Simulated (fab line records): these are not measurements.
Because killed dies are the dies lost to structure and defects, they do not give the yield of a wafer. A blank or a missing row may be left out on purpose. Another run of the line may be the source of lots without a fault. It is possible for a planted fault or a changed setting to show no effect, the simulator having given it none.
Matching of chambers ; flow sky130 ; SKY_VIA1_ETCH_14 on rie diel-03 has 4 sister chambers
The step etches BARC in N2/H2, stops on SiO2, time 45.9 s, target depth 60 nm. 4 wafers are shown with their chamber, then 9 later ones without.

== EACH WAFER AND ITS CHAMBER ==
wafer;chamber;drypump motor current A (A)
L084.6;1;5.99
L085.1;3;5.52
L085.2;2;5.69
L085.3;0;5.36

== WAFERS WITHOUT THEIR CHAMBER ==
wafer;drypump motor current A (A)
L086.3;5.54
L086.5;5.34
L086.6;5.54
L091.1;5.35
L091.2;5.70
L091.4;6.01
L093.3;6.03
L093.4;6.00
L093.5;5.34

== WHICH CHAMBER EACH ONE RAN IN ==
wafer;from the rows above;in truth
L086.3;3;3
L086.5;0;0
L086.6;3;3
L091.1;0;0
L091.2;2;2
L091.4;1;1
L093.3;1;1
L093.4;1;1
L093.5;0;0
Placed correctly: 9 of 9. Number that these rows cannot place: 0. Number placed wrongly: 0.
How it was worked out, from the rows above alone: a wafer's distance from a chamber is the root of the sum, over the readings, of the square of ((its reading less the chamber's mean) divided by the reading's scatter). If the next closest chamber is less than 2 further off than the closest, the wafer can't be placed; otherwise it belongs to the closest. The mean given for a chamber averages the wafers shown for that chamber. The scatter: root of mean squared gap, hidden wafer to nearest shown wafer, with one shown wafer a chamber.
